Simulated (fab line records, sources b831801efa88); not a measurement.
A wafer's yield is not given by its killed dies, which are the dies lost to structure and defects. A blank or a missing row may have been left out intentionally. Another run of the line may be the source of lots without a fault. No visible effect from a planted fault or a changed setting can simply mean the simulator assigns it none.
A struck lot beside a sound one    flow sky130    14 steps out of a route of 708
Sound: the wafers L178.3, L178.4, L178.6. Wafers struck: L187.2, L187.4, L187.6. Last of all comes the cause.
Each step with rows lists, per side, the tool, then ch with its chambers, then its first start. Under that, the readings that differ: sound wafers    struck wafers    difference of the means    sigmas: that difference in standard deviations of wafers without a fault.
alike: readings with means less than 2 such deviations apart, plus words and numbers identical on both sides. not compared: withheld readings, readings lacking a value on some wafer, bounds such as >300 that could conceal the same value, and numbers that have no deviation in the record and whose values overlap.
A row with sigmas, a row that says differs or no value, or rows on one side alone: a step with any of these is where the two part. Numbers that don't overlap but have no deviation are shown without sigmas and don't part them. A reading missing from all wafers of one side parts the sides only when that side holds two or more wafers.

SKY_VIA1_CD_MEAS_12: target cd 150 nm.
  sound: cd-sem-01 at day 38 03:37; struck: cd-sem-02 at day 39 01:50
reading     sound              struck             difference  sigmas
cd-nm (nm)  149.6 149.5 150.6  153.8 154.2 153.7  +4.0        +2
SKY_VIA1_OVL_MEAS_13:
  sound: overlay-01 at day 38 03:42; struck: overlay-01 at day 39 01:56
  alike: VIA1_OVL
SKY_VIA1_ETCH_14: etches BARC in N2/H2, stops on SiO2, time 45.9 s, target depth 60 nm.
  sound on rie-diel-04 ch 1,2, day 38 03:43; struck on rie-diel-01 ch 1,2, day 39 01:58
  alike: bias-w, drypump-motor-current-A, oes-product-au, throttle-valve-pct
  not compared: rf-hours-counter-h
SKY_VIA1_ETCH_15: etches SiO2 in C4F8/O2/Ar, stops on TiN, target depth 351 nm, time 54 s.
  sound on rie-diel-04 ch 1,2, day 38 03:46; struck on rie-diel-01 ch 1,2, day 39 02:01
  alike: bias-w, oes-product-au
SKY_VIA1_STRIP_16: strips in O2/N2.
  sound on plasma-asher-04 ch 0,1, day 38 03:50; struck on plasma-asher-01 ch 0, day 39 02:04
  alike: drypump-motor-current-A, oes-product-au, strip-time-to-endpoint-s
  not compared: rf-hours-counter-h
then, 3 steps without rows for these wafers: SKY_VIA1_STRIP_17 (strips in post etch residue remover, time 1200 s); SKY_VIA1_CLEAN_18 (cleans in IPA, time 180 s); SKY_VIA1_CLEAN_19 (cleans in O3/DIW).
SKY_VIA1_SPUTTER_20: material TiN, target thk 20 nm, time 80 s.
  sound: pvd-sputter-01 at day 38 04:26; struck: pvd-sputter-02 at day 39 02:39
  alike: throttle-valve-pct
SKY_VIA1_CVD_21: deposits W, target thk 270 nm, time 80.902 s.
  sound on cvd-w-01 ch 0,1, day 38 04:32; struck on cvd-w-02 ch 0,1, day 39 02:43
  alike: chamber-pressure-Torr, heater-power-w
SKY_VIA1_RS_MEAS_22: uses a four-point probe to measure.
  sound: film-metro-04 at day 38 04:38; struck: film-metro-03 at day 39 02:50
  alike: VIA1_W_RS
SKY_VIA1_THK_MEAS_23: measures by xrf.
  sound: film-metro-04 at day 38 04:44; struck: film-metro-03 at day 39 02:56
  alike: VIA1_W_THK
SKY_VIA1_CMP_24: polishes, stops on SiO2, t overpolish 15 s, target thk 0 nm.
  sound on cmp-02 ch 2,3, day 38 04:46; struck on cmp-01 ch 0,2,3, day 39 03:05
  no value came back on the struck wafers for any of 6 readings (edge-zone-pressure-frac, head-pressure-psi (psi) and others); on the sound wafers edge-zone-pressure-frac reads 1.000 1.005 1.003
reading                                   sound              struck             difference  sigmas
model.W_of_VIA1_CVD_21.thk-nm (nm)        0 0 0              264 267.1 270      +267        
model.SiO2_of_VIA1_HDPCVD_00.thk-nm (nm)  340.4 341.2 342.2  344.5 345.8 343.3  +3.3        
-- the record jumps here: 11 days lie between the struck wafers' starts before and after (it left off in module VIA1 and takes up again in module PAD_OPEN, whose first step shown is number 708 of the route) --
SKY_PAD_OPEN_PROBE_99:
  sound: prober-02 at day 48 22:36; struck: prober-02 at day 49 17:57
reading                   sound           struck          difference  sigmas
defect-limited-yield (%)  80.1 84.1 81.5  0 0 0           -82         -41
killed_at_M0_to_M3        51 25 49        444 458 454     +410        +56
killed-dies               98 78 91        492 492 492     +403        +41
killed-on-rim             23 8 17         96 96 96        +80         +21
sort_bin_3_pad_short (%)  0.4 0.4 0.4     82.3 85.6 85.6  +84.1       +99 or more
sort-n-pass               394 414 401     0 0 0           -403        -41
sort-yield-pct (%)        80.1 84.1 81.5  0 0 0           -82         -41
  alike: killed_at_M4_up, killed-at-contacts, killed-at-front-end, killed-at-other, killed-open, killed-short, sort_bin_5_function, sort_bin_6_memory

## WHERE THEY PART
First at SKY_VIA1_CD_MEAS_12; last, within this record, at SKY_PAD_OPEN_PROBE_99.

WHY: what the simulator had put in
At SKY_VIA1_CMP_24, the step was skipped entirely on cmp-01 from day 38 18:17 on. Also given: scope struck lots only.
